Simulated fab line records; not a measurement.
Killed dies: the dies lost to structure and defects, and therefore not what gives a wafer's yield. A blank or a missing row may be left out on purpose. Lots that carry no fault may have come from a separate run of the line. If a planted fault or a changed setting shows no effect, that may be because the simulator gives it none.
What tool caused it?    flow gf180mcu    Sampling: 13 lots, 39 wafers, 4 of 602 route steps

## WHAT EACH GAUGE READ, for each wafer
GF_STI_BOW_MEAS_00.
lot   measured     on            INCOMING_BOW (um)
L185  day 1 10:01  filmMetro-03  -9 1 -4
L187  day 1 20:00  filmMetro-04  1 0 -12
L188  day 2 01:00  filmMetro-02  13 8 -4
L190  day 2 11:00  filmMetro-02  4 -5 -5
L191  day 2 16:00  filmMetro-03  4 6 -5
L192  day 2 21:01  filmMetro-04  1 18 6
L193  day 3 02:00  filmMetro-04  4 -5 -1
L194  day 3 07:00  filmMetro-04  -4 0 -6
L195  day 3 12:01  filmMetro-04  -2 0 -9
L197  day 3 22:00  filmMetro-03  9 5 -2
L199  day 4 08:00  filmMetro-04  -10 -1 1
L204  day 5 09:00  filmMetro-03  9 -8 0
L208  day 6 05:04  filmMetro-04  -1 2 3

GF_V1_RS_MEAS_24: uses a four-point probe to measure.
lot   measured      on            V1_W_RS (ohm/sq)
L185  day 18 03:20  filmMetro-04  0.3263 0.3275 0.3246
L187  day 19 02:01  filmMetro-02  0.3307 0.3296 0.3312
L188  day 19 07:50  filmMetro-03  0.3326 0.3315 0.3279
L190  day 19 22:33  filmMetro-04  0.3295 0.3268 0.3274
L191  day 20 12:50  filmMetro-02  0.3275 0.3256 0.3276
L192  day 21 00:24  filmMetro-04  0.3242 0.3260 0.3249
L193  day 21 05:47  filmMetro-03  0.3270 0.3241 0.3244
L194  day 21 09:44  filmMetro-03  0.3261 0.3304 0.3233
L195  day 22 02:43  filmMetro-04  0.3267 0.3277 0.3284
L197  day 23 00:10  filmMetro-04  0.3220 0.3210 0.3197
L199  day 23 15:40  filmMetro-03  0.3204 0.3255 0.3257
L204  day 25 05:34  filmMetro-03  0.3234 0.3298 0.3297
L208  day 26 06:33  filmMetro-04  0.3281 0.3282 0.3319

GF_V2_BOW_MEAS_05.
lot   measured      on            V2_BOW (um)
L185  day 19 05:16  filmMetro-02  97 109 103
L187  day 20 04:04  filmMetro-03  98 97 85
L188  day 20 09:53  filmMetro-02  122 119 105
L190  day 21 01:28  filmMetro-02  116 106 105
L191  day 21 14:35  filmMetro-02  101 104 90
L192  day 22 02:30  filmMetro-02  105 122 110
L193  day 22 07:46  filmMetro-02  109 101 102
L194  day 22 10:53  filmMetro-01  94 100 93
L195  day 23 04:31  filmMetro-02  109 108 100
L197  day 24 00:07  filmMetro-03  109 105 97
L199  day 24 15:35  filmMetro-03  84 92 97
L204  day 26 04:57  filmMetro-01  108 90 97
L208  day 27 05:08  filmMetro-02  102 106 106

## WHAT TOOL EACH LOT RAN ON (gives the tool, then ch and the chambers of the sampled wafers, and finally the start)
lot   GF_NWELL_EXPOSE_04
L185  ilineStepper-02 ch 0, day 3 01:10
L187  ilineStepper-02 ch 0, day 3 12:58
L188  ilineStepper-01 ch 0, day 3 16:38
L190  ilineStepper-02 ch 0, day 4 03:10
L191  ilineStepper-01 ch 0, day 4 09:46
L192  ilineStepper-01 ch 0, day 4 13:50
L193  ilineStepper-01 ch 0, day 4 19:30
L194  ilineStepper-02 ch 0, day 5 00:35
L195  ilineStepper-01 ch 0, day 5 08:18
L197  ilineStepper-01 ch 0, day 5 19:25
L199  ilineStepper-01 ch 0, day 6 07:17
L204  ilineStepper-02 ch 0, day 7 09:19
L208  ilineStepper-01 ch 0, day 8 06:13
- GF_NWELL_EXPOSE_04: exposes mask Nwell, target cd 860 nm.

## WHAT THE TOOLS THEMSELVES READ (means of the sampled wafers that have a number; where no wafer has one, the mark that the record gives instead)
GF_NWELL_EXPOSE_04.
lot   tool             exposureDoseMJCm2  reticleTempC (C)
L185  ilineStepper-02  260.06             23.04
L187  ilineStepper-02  260.14             22.90
L188  ilineStepper-01  259.65             23.05
L190  ilineStepper-02  260.16             22.85
L191  ilineStepper-01  260.04             22.92
L192  ilineStepper-01  260.35             23.00
L193  ilineStepper-01  260.00             23.01
L194  ilineStepper-02  259.88             23.04
L195  ilineStepper-01  260.18             23.04
L197  ilineStepper-01  259.82             22.94
L199  ilineStepper-01  260.02             22.92
L204  ilineStepper-02  260.25             23.01
L208  ilineStepper-01  260.10             22.83

## THE ANSWER, worked out from the rows above alone
Rule: what is usual is taken from the lots themselves. Put in order of their means at a reading, lots are off if they are a third of the lots or fewer, leave a main group of 4 or more, and stand apart from it by a gap of 3 or more times the standard deviation of the main group's means; of several such gaps the widest counts. The tables above print the reading to a certain number of digits; a main group whose means all agree to those digits is not used. A lot without any number at a reading at which 4 lots or more have one is off too. Where the step has rows for the other lots, those lots are counted as sound. Order of review: gauges by route order, followed by the tools' own readings, for which a lot's mean as printed above is used. The first step at which some lot is off is used, and at that step the reading that is off furthest; a lot without a number counts as furthest.
Nothing can be told from this: no lot is off at any reading shown.

## WHAT THE SIMULATOR HAD PUT IN
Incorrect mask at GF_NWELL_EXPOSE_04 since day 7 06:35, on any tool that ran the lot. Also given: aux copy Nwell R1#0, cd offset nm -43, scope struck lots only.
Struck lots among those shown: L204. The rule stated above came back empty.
